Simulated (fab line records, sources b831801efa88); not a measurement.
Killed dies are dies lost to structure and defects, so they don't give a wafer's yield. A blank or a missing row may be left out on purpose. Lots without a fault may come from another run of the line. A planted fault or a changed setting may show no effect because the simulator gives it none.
Which tool did it? | flow sky130 | 12 lots, 36 wafers sampled, at 3 steps of a route of 708

WHAT THE GAUGES READ, wafer by wafer
SKY_SONOS_ONO_OVL_MEAS_14.
lot  | measured     | on         | SONOS_ONO_OVL (nm)
L685 | day 12 14:08 | overlay-02 | 1.7 -0.4 -0.1
L686 | day 12 19:01 | overlay-02 | 1.5 2.2 -0.1
L688 | day 13 14:23 | overlay-02 | -2.4 0.6 -0.9
L690 | day 14 06:17 | overlay-01 | 1.1 0.8 1.1
L691 | day 14 12:49 | overlay-01 | 1.1 1.0 1.0
L697 | day 16 16:34 | overlay-01 | 1.3 1.5 1.2
L699 | day 17 13:48 | overlay-01 | 1.5 2.6 3.2
L701 | day 18 07:38 | overlay-01 | 1.8 1.8 0.9
L702 | day 18 10:16 | overlay-02 | 0.8 0.9 1.1
L703 | day 18 18:00 | overlay-01 | -0.7 1.9 2.3
L705 | day 19 22:32 | overlay-01 | -0.2 -0.6 -0.8
L707 | day 20 16:03 | overlay-01 | 1.2 0.0 0.7

WHICH TOOL RAN EACH LOT (tool, then ch and the chambers of the sampled wafers, then the start)
lot  | SKY_NWELL_COAT_18                 | SKY_NWELL_STRIP_25
L685 | litho_track-04 ch 0, day 5 01:09  | plasma_asher-03 ch 0,1, day 5 09:46
L686 | litho_track-01 ch 0, day 5 02:29  | plasma_asher-03 ch 0,1, day 5 11:08
L688 | litho_track-01 ch 0, day 5 14:45  | plasma_asher-01 ch 0,1, day 6 00:17
L690 | litho_track-01 ch 0, day 6 03:54  | plasma_asher-01 ch 0,1, day 6 13:07
L691 | litho_track-04 ch 0, day 6 09:25  | plasma_asher-04 ch 0,1, day 6 20:13
L697 | litho_track-01 ch 0, day 7 21:02  | plasma_asher-03 ch 0,1, day 8 07:34
L699 | litho_track-01 ch 0, day 8 08:47  | plasma_asher-04 ch 0,1, day 8 19:44
L701 | litho_track-04 ch 0, day 8 21:22  | plasma_asher-04 ch 0,1, day 9 09:14
L702 | litho_track-04 ch 0, day 9 02:10  | plasma_asher-03 ch 0,1, day 9 13:41
L703 | litho_track-04 ch 0, day 9 07:30  | plasma_asher-03 ch 0,1, day 9 18:58
L705 | litho_track-02 ch 0, day 10 01:29 | plasma_asher-04 ch 0,1, day 10 13:37
L707 | litho_track-02 ch 0, day 10 16:41 | plasma_asher-03 ch 0,1, day 11 04:16
- SKY_NWELL_COAT_18: resist thk 3000 nm.
- SKY_NWELL_STRIP_25: strips in O2/N2.

WHAT THE TOOLS THEMSELVES READ (means of the sampled wafers that have a number; where no wafer has one, the mark that the record gives instead)
SKY_NWELL_STRIP_25.
lot  | tool            | drypump_motor_current_A (A) | oes_product_au (a.u.) | strip_time_to_endpoint_s (s)
L685 | plasma_asher-03 | 5.8                         | 0.728                 | 36.92
L686 | plasma_asher-03 | 5.8                         | 0.720                 | 36.85
L688 | plasma_asher-01 | 5.8                         | 0.723                 | 36.95
L690 | plasma_asher-01 | 6.0                         | 0.726                 | 36.86
L691 | plasma_asher-04 | 5.2                         | 0.720                 | 36.84
L697 | plasma_asher-03 | 5.8                         | 0.719                 | 30.80
L699 | plasma_asher-04 | 5.2                         | 0.719                 | 30.62
L701 | plasma_asher-04 | 5.2                         | 0.722                 | 37.10
L702 | plasma_asher-03 | 6.1                         | 0.726                 | 36.95
L703 | plasma_asher-03 | 5.8                         | 0.728                 | 36.96
L705 | plasma_asher-04 | 5.2                         | 0.722                 | 36.91
L707 | plasma_asher-03 | 5.8                         | 0.718                 | 36.98

THE ANSWER, worked out from the rows above alone
Rule: what is usual is taken from the lots themselves. Put in order of their means at a reading, lots are off if they are a third of the lots or fewer, leave a main group of 4 or more, and stand apart from it by a gap of 3 or more times the standard deviation of the main group's means; of several such gaps the widest counts. A main group whose means are all the same, to the digits that the tables above print for the reading, isn't used. A lot without any number at a reading at which 4 lots or more have one is off too. The other lots that the step has rows for count as sound. The gauges are gone through in route order, then the tools' own readings, and for those a lot's mean is taken as printed above. The first step at which some lot is off is used, and at that step the reading that is off furthest; a lot without a number counts as furthest.
Off: L697, L699, at SKY_NWELL_STRIP_25 (strip_time_to_endpoint_s). The main group: mean 36.93 s, standard deviation 0.073.
A tool fits if, at that step or a process step before it, it ran every lot that is off, and no sound lot after the first of them. One fits: litho_track-01 at SKY_NWELL_COAT_18. Its last sound lot is L690 (day 6 03:54), its first lot that is off L697 (day 7 21:02): a fault that began between those two fits.

WHAT THE SIMULATOR HAD PUT IN
Process parameter drift: litho_track-01, from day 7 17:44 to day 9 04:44, at SKY_NWELL_COAT_18. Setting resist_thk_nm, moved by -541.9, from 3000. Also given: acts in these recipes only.
Lots struck among those shown: L697, L699. The rule above found the same.
